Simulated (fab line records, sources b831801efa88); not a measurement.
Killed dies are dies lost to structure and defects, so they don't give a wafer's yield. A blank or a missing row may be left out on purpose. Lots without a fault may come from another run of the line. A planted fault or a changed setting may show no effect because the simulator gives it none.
fab line records | flow sky130
record lots=7 wafers=19 last_day=50
route steps=708 shown SPACER@305 POLY_CUT@307 PAD_OPEN@708
lots that met no fault: from a run of the same line without faults
start_h: hours from the record's first day to the start of the lot's first wafer shown | wait_h: hours since the lot's step before | " the same as in the row above | L1.1+2: a row that stands for several wafers | - no value, or no start given | * or withheld: withheld | < > ~ a bound
route shown NAME@n: a module of which the file shows steps, and the number in the route of the first | usual: mean/standard deviation of fault-free wafers | same: alike in all rows | chamber/n: place in a boat | sites: the reading at each site | _std_site: their standard deviation | _edge_site: outer sites' mean less inner sites' | radius_mm: how far each site lies from the wafer's centre | mask NAME#n: copy n | behind: the tool/chamber that last shaped the wafer | hold: why the lot was held/for how many hours/how that ended | device: the transistor (n, p or np) that didn't switch | end of line: the same wafers' tests at the end of the route | a step without rows: its recipe alone | killed: dies lost to structure and defects at the first sort, not the wafer's yield | map: a wafer's dies, x killed, . not, _ none there
set.NAME: the setting as run; set.NAME@STEP: as run at that earlier step | model.NAME: the simulator's own value behind a step, which no gauge read
lots at some steps of the route; a table a step, a row a wafer
services: from which hour (start_h, from the record's first day; less than 0 if before it) a tool's chamber was out of use, for how many hours, and why
## steps
# step SKY_SPACER_THK_MEAS_01
# recipe reads=Si3N4_of_SPACER_CVD_00
# usual SPACER_CVD_00_THK=43.2/0.52
# columns lot.wafer tool chamber start_h wait_h SPACER_CVD_00_THK[nm]
L674.4 film_metro-01 - 525.65 0.0 42.7
L674.5 " - " " 42.4
L674.6 " - " " 42.2
L677.1 film_metro-01 - 563.81 0.0 43.2
L677.4 " - " " 42.9
L677.6 " - " " 43.0
L680.2 film_metro-03 - 595.21 0.0 43.4
L680.3 " - " " 43.5
L680.6 " - " " 43.9
L681.1 film_metro-01 - 612.71 0.0 44.0
L681.3 " - " " 43.8
L681.6 " - " " 43.7
L692.4 film_metro-03 - 691.55 0.0 43.6
L692.5 " - " " 43.9
L693.2 film_metro-03 - 695.14 0.0 42.9
L693.4 " - " " 42.9
L693.5 " - " " 42.8
L694.4 film_metro-01 - 701.64 0.0 43.3
L694.5 " - " " 43.4
# step SKY_SPACER_ETCHBACK_02
# recipe chemistry=CH3F/O2 target=Si3N4 stop_on=SiO2 source_w=400 bias_w=80 pressure_mtorr=25 ch3f_flow_sccm=40 O2_flow_sccm=30 time_s=46.7 target_depth_a=450
# usual bias_w=80.00/0.23 drypump_motor_current_A=5.6/0.32 oes_product_au=0.857/0.007 throttle_valve_pct=10.564/0.01
# columns lot.wafer tool chamber start_h wait_h bias_w drypump_motor_current_A oes_product_au rf_hours_counter_h throttle_valve_pct
L674.4 rie_diel-01 2 525.68 0.0 80.15 5.5 0.848 0 10.556
L674.5 " 0 " " 80.26 5.2 0.848 - 10.566
L674.6 " 1 " " 79.98 5.7 0.849 - 10.561
L677.1 rie_diel-04 1 563.87 0.1 79.62 5.9 0.856 73 10.560
L677.4 " 0 " " 79.91 6.3 0.852 9 10.566
L677.6 " 3 " " 80.05 5.3 0.855 - 10.551
L680.2 rie_diel-01 1 595.26 0.0 80.03 5.8 0.863 33 10.563
L680.3 " 0 " " 80.01 5.2 0.858 13 10.580
L680.6 " 2 " " 80.02 5.5 0.860 - 10.558
L681.1 rie_diel-01 0 612.77 0.1 80.11 5.2 0.862 13 10.561
L681.3 " 1 " " 80.23 5.8 0.858 33 10.551
L681.6 " 3 " " 80.39 5.5 0.858 - 10.570
L692.4 rie_diel-01 2 691.60 0.0 79.98 5.5 0.864 - 10.573
L692.5 " 1 " " 80.15 5.8 0.854 - 10.554
L693.2 rie_diel-04 2 695.19 0.0 80.40 5.7 0.862 1 10.550
L693.4 " 1 " " 80.13 5.9 0.853 2 10.562
L693.5 " 0 " " 79.78 6.3 0.847 - 10.556
L694.4 rie_diel-04 2 701.67 0.0 79.72 5.7 0.860 1 10.571
L694.5 " 3 " " 80.18 5.3 0.854 - 10.560
# step SKY_POLY_CUT_DEHYDRATE_00
# recipe temp_c=200 time_s=60
# step SKY_POLY_CUT_HMDS_01
# recipe prime_time_s=60 prime_temp_c=120
# step SKY_POLY_CUT_COAT_02
# recipe resist=BARC temp_c=withheld time_s=withheld spin_rpm=3000 resist_thk_nm=60
# step SKY_POLY_CUT_COAT_03
# recipe resist=KrF-thick spin_rpm=3000 resist_thk_nm=450
# step SKY_POLY_CUT_SOFTBAKE_04
# recipe temp_c=100 time_s=90 resist=KrF-thick
# step SKY_POLY_CUT_EXPOSE_05
# recipe mask_id=NPCM na=0.8 source_shape=annular sigma_inner=0.55 sigma_outer=0.85 target_cd_nm=270 dose_mj=32
# step SKY_POLY_CUT_PEB_06
# recipe peb_temp_c=withheld peb_time_s=withheld resist=KrF-thick
# step SKY_POLY_CUT_DEVELOP_07
# recipe develop_time_s=60 resist=KrF-thick dev_temp_c=21
# step SKY_POLY_CUT_CD_MEAS_08
# recipe target_cd_nm=270
# usual cd_nm=270.0/1.6
# columns lot.wafer tool chamber start_h wait_h cd_nm
L674.4 cd_sem-02 - 556.57 - 267.8
L674.5 " - " " 268.7
L674.6 " - " " 270.2
L677.1 cd_sem-01 - 593.06 - 271.1
L677.4 " - " " 272.2
L677.6 " - " " 270.6
L680.2 cd_sem-01 - 624.43 - 268.4
L680.3 " - " " 268.3
L680.6 " - " " 268.8
L681.1 cd_sem-02 - 640.96 - 272.1
L681.3 " - " " 272.0
L681.6 " - " " 271.4
L692.4 cd_sem-02 - 719.57 - 268.9
L692.5 " - " " 268.5
L693.2 cd_sem-02 - 723.22 - 273.3
L693.4 " - " " 273.9
L693.5 " - " " 271.8
L694.4 cd_sem-02 - 729.36 - 268.1
L694.5 " - " " 267.6
# step SKY_POLY_CUT_OVL_MEAS_09
# usual POLY_CUT_OVL=-1/6.1
# columns lot.wafer tool chamber start_h wait_h POLY_CUT_OVL[nm]
L674.4 overlay-01 - 556.65 0.1 -6
L674.5 " - " " -4
L674.6 " - " " 2
L677.1 overlay-01 - 593.18 0.1 -8
L677.4 " - " " 1
L677.6 " - " " 0
L680.2 overlay-01 - 624.54 0.1 2
L680.3 " - " " -7
L680.6 " - " " 10
L681.1 overlay-02 - 641.08 0.1 -3
L681.3 " - " " 0
L681.6 " - " " 0
L692.4 overlay-01 - 719.65 0.1 1
L692.5 " - " " 11
L693.2 overlay-02 - 723.33 0.1 3
L693.4 " - " " -7
L693.5 " - " " 1
L694.4 overlay-01 - 729.44 0.1 3
L694.5 " - " " 14
# step SKY_POLY_CUT_ETCH_10
# recipe chemistry=N2/H2 target=BARC ion_energy_ev=200 source_w=500 bias_w=100 pressure_mtorr=30 n2_flow_sccm=100 h2_flow_sccm=200 stop_on=SiO2 time_s=45.9 target_depth_a=600
# usual bias_w=100.04/0.29 drypump_motor_current_A=5.8/0.47 oes_product_au=0.854/0.0049 run_length_s=74.2/0.39 throttle_valve_pct=13.225/0.0086
# columns lot.wafer tool chamber start_h wait_h bias_w drypump_motor_current_A oes_product_au rf_hours_counter_h run_length_s throttle_valve_pct model.SiO2_of_SONOS_ONO_CVD_04.thk_nm
L674.4 rie_diel-01 0 556.69 0.0 99.94 5.2 0.852 - 74.4 13.240 4.212
L674.5 " 1 " " 99.53 5.7 0.857 - 73.9 13.233 4.257
L674.6 " 2 " " 100.14 5.5 0.851 - 74.4 13.218 4.24
L677.1 rie_diel-02 1 593.22 0.0 100.56 5.3 0.857 14 74.3 13.237 4.341
L677.4 " 3 " " 100.32 6.2 0.854 3 74.4 13.201 4.345
L677.6 " 3 " " 100.55 6.2 0.856 - 74.1 13.230 4.251
L680.2 rie_diel-01 3 624.57 0.0 100.32 5.5 0.860 42 74.3 13.206 4.279
L680.3 " 2 " " 99.88 5.5 0.852 2 74.5 13.218 4.256
L680.6 " 1 " " 99.75 5.8 0.852 - 74.0 13.220 4.261
L681.1 rie_diel-03 0 641.12 0.0 100.12 6.2 0.849 7 74.5 13.241 4.125
L681.3 " 3 " " 99.81 5.2 0.848 5 74.4 13.221 4.261
L681.6 " 3 " " 100.05 5.2 0.863 - 74.8 13.235 4.209
L692.4 rie_diel-03 2 719.67 0.0 100.11 6.3 0.827 36 77.3 13.224 4.091
L692.5 " 3 " " 99.68 5.2 0.829 - 77.3 13.219 4.017
L693.2 rie_diel-03 3 723.36 0.0 99.63 5.2 0.858 7 74.6 13.227 4.429
L693.4 " 1 " " 99.92 6.6 0.822 11 77.5 13.206 4.329
L693.5 " 1 " " 99.84 6.6 0.823 - 77.4 13.224 4.314
L694.4 rie_diel-03 3 729.45 0.0 99.65 5.1 0.835 7 77.2 13.237 4.166
L694.5 " 0 " " 100.00 6.2 0.835 - 77.0 13.225 4.169
# step SKY_POLY_CUT_ETCH_11
# recipe target=Si3N4 chemistry=CF4/CH2F2/Ar stop_on=poly-Si source_w=600 bias_w=150 pressure_mtorr=40 cf4_flow_sccm=40 ch2f2_flow_sccm=20 Ar_flow_sccm=150 time_s=42.5 target_depth_a=600
# usual bias_w=150.0/0.49 drypump_motor_current_A=5.8/0.47 mfc_ar_sccm=150.0/0.51 oes_product_au=0.827/0.0065 run_length_s=70.9/0.41 throttle_valve_pct=14.994/0.0098
# columns lot.wafer tool chamber start_h wait_h bias_w drypump_motor_current_A mfc_ar_sccm oes_product_au rf_hours_counter_h run_length_s throttle_valve_pct
L674.4 rie_diel-01 0 556.73 0.0 150.5 5.2 150.6 0.835 - 71.0 14.995
L674.5 " 1 " " 149.9 5.8 149.5 0.824 - 70.7 14.982
L674.6 " 2 " " 150.1 5.5 149.8 0.826 - 71.2 15.002
L677.1 rie_diel-02 1 593.26 0.0 149.2 5.3 149.4 0.832 14 71.1 15.003
L677.4 " 3 " " 149.6 6.2 149.9 0.828 3 70.8 14.998
L677.6 " 3 " " 149.9 6.2 149.6 0.842 - 70.8 14.980
L680.2 rie_diel-01 3 624.61 0.0 150.1 5.5 150.0 0.833 42 70.6 14.992
L680.3 " 2 " " 150.1 5.5 150.4 0.833 2 71.1 14.982
L680.6 " 1 " " 150.3 5.7 149.7 0.840 - 70.9 14.981
L681.1 rie_diel-03 0 641.16 0.0 150.4 6.2 149.3 0.833 7 71.3 14.991
L681.3 " 3 " " 148.5 5.2 150.4 0.823 5 71.5 14.985
L681.6 " 3 " " 149.0 5.2 149.8 0.837 - 71.4 14.994
L692.4 rie_diel-03 2 719.71 0.0 150.5 6.3 150.0 0.818 36 70.5 14.996
L692.5 " 3 " " 150.1 5.2 150.1 0.824 - 71.0 14.993
L693.2 rie_diel-03 3 723.40 0.0 150.2 5.2 149.9 0.822 7 71.6 14.995
L693.4 " 1 " " 149.9 6.6 150.7 0.813 11 71.1 15.002
L693.5 " 1 " " 149.6 6.6 151.0 0.838 - 71.4 14.976
L694.4 rie_diel-03 3 729.50 0.0 149.9 5.2 150.6 0.825 7 71.9 14.990
L694.5 " 0 " " 149.6 6.2 150.7 0.827 - 70.6 14.985
# step SKY_PAD_OPEN_PROBE_99
# usual killed_at_M0_to_M3=43/6.6 killed_at_M4_up=2.9/1.6 killed_at_contacts=24/4.9 killed_at_front_end=15/4.5 killed_at_other=0.2/0.45 killed_dies=86/8.8 killed_open=48/6.4 killed_short=38/5.6
# same gross_dies=492 killed_at_back_side=0
# columns lot.wafer tool chamber start_h wait_h killed_at_M0_to_M3 killed_at_M4_up killed_at_contacts killed_at_front_end killed_at_other killed_dies killed_open killed_short
L674.4 prober-01 - 1075.81 0.2 41 4 24 16 0 85 55 30
L674.5 prober-01 - 1075.86 0.2 47 2 20 11 0 80 44 36
L674.6 prober-01 - 1075.91 0.2 48 2 26 15 0 91 51 40
L677.1 prober-02 - 1102.94 0.1 38 4 12 15 0 69 36 33
L677.4 prober-02 - 1103.09 0.2 39 4 18 17 1 79 41 38
L677.6 prober-02 - 1103.19 0.2 26 4 26 12 0 68 43 25
L694.4 prober-02 - 1190.52 0.2 38 3 29 10 1 81 53 28
L694.5 prober-02 - 1190.57 0.2 43 4 25 17 0 89 47 42
# killed by level:class
L674.4 LI_CONTACT:geometric_particle:open=10 VIA1:geometric_particle:open=10 METAL2:geometric_particle:short=8 VIA3:geometric_particle:open=8 CONTACT:geometric_particle:open=7 POLY_GATE:geometric_particle:open=6 VIA2:geometric_particle:open=5 FIELD_ISO:geometric_particle:short=4
L674.5 VIA2:geometric_particle:open=8 VIA1:geometric_particle:open=7 LI_CONTACT:geometric_particle:open=7 CONTACT:geometric_particle:open=6 METAL2:geometric_particle:short=6 VIA2:geometric_particle:short=5 METAL1:geometric_particle:short=4 VIA1:geometric_particle:short=4
L674.6 VIA1:geometric_particle:open=13 LI_CONTACT:geometric_particle:open=12 VIA3:geometric_particle:open=8 VIA1:geometric_particle:short=7 POLY_GATE:geometric_particle:short=6 METAL2:geometric_particle:short=6 CONTACT:geometric_particle:open=5 FIELD_ISO:geometric_particle:short=3
L677.1 VIA1:geometric_particle:open=8 FIELD_ISO:geometric_particle:open=5 CONTACT:geometric_particle:open=5 CONTACT:geometric_particle:short=4 METAL1:geometric_particle:short=4 METAL2:geometric_particle:short=4 VIA2:geometric_particle:short=4 METAL3:geometric_particle:short=4
L677.4 VIA2:geometric_particle:open=11 VIA1:geometric_particle:open=9 POLY_GATE:geometric_particle:short=6 CONTACT:geometric_particle:open=6 LOCAL_INTERCONNECT:geometric_particle:short=4 VIA3:geometric_particle:open=4 FIELD_ISO:geometric_particle:short=3 SPACER:geometric_particle:short=3
L677.6 LI_CONTACT:geometric_particle:open=10 CONTACT:geometric_particle:open=10 VIA3:geometric_particle:open=7 POLY_GATE:geometric_particle:open=5 VIA1:geometric_particle:open=5 VIA3:geometric_particle:short=3 LOCAL_INTERCONNECT:geometric_particle:short=3 CONTACT:geometric_particle:short=3
L694.4 LI_CONTACT:geometric_particle:open=12 VIA1:geometric_particle:open=11 CONTACT:geometric_particle:open=9 METAL1:geometric_particle:short=5 VIA2:geometric_particle:open=5 VIA3:geometric_particle:open=4 METAL1:geometric_particle:open=4 LI_CONTACT:geometric_particle:short=4
L694.5 VIA1:geometric_particle:open=10 VIA1:geometric_particle:short=9 CONTACT:geometric_particle:open=8 FIELD_ISO:geometric_particle:open=7 LOCAL_INTERCONNECT:geometric_particle:short=6 VIA3:geometric_particle:open=5 POLY_GATE:geometric_particle:short=4 LI_CONTACT:geometric_particle:open=4
## services
# columns tool chamber start_h hours kind
rie_diel-02 2 510.75 8.6 repair
rie_diel-04 2 511.10 5.1 repair
rie_diel-04 - 522.79 0.6 repair
rie_diel-04 - 552.71 2.8 pm
rie_diel-03 2 555.01 3.4 repair
rie_diel-01 3 556.17 18.6 repair
rie_diel-03 2 558.47 3.2 repair
rie_diel-03 0 588.20 4.4 repair
rie_diel-04 0 591.21 3.2 repair
rie_diel-04 1 594.38 - clean
rie_diel-04 1 594.38 15.2 scheduled_down
rie_diel-04 1 594.38 15.2 vent_cycle
rie_diel-02 3 599.23 23.6 repair
rie_diel-04 2 609.54 - clean
rie_diel-04 2 609.54 25.8 scheduled_down
rie_diel-04 2 609.54 25.8 vent_cycle
rie_diel-03 2 613.23 5.8 repair
rie_diel-02 1 645.93 2.3 repair
rie_diel-03 2 651.07 12.0 repair
rie_diel-01 0 677.27 10.3 repair
rie_diel-01 0 689.48 22.1 repair
rie_diel-01 1 720.09 8.3 repair
rie_diel-02 3 724.93 6.5 repair
## key
first_sign step=SKY_POLY_CUT_ETCH_10 reading=run_length_s direction=up sigmas=7.9 usual=* struck=*
effect step=SKY_POLY_CUT_ETCH_10 reading=oes_product_au direction=down sigmas=5.2 usual=0.854 struck=0.829
model_effect step=SKY_POLY_CUT_ETCH_10 value=SiO2_of_SONOS_ONO_CVD_04.thk_nm without=4.304 struck=4.181
met_at SKY_POLY_CUT_ETCH_10
struck_wafers L692.4,L692.5,L693.4,L693.5,L694.4,L694.5
tester_left_out L692,L693,L694
onset_between 641.12 719.67
fault kind=process_parameter_drift tool=rie_diel-03 chamber=- onset_h=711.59 steps=SKY_POLY_CUT_ETCH_10 channel=time_s offset=* shape=step end_h=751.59 scope=struck_wafers_only acts_in=* stated=*
# tester_left_out: of these lots the tester's yield and bins aren't shown, on N5 and GAA mostly nor the transistor test; their killed dies are dies lost to structure and defects alone, not to doping, threshold or leakage, so they don't give the yield
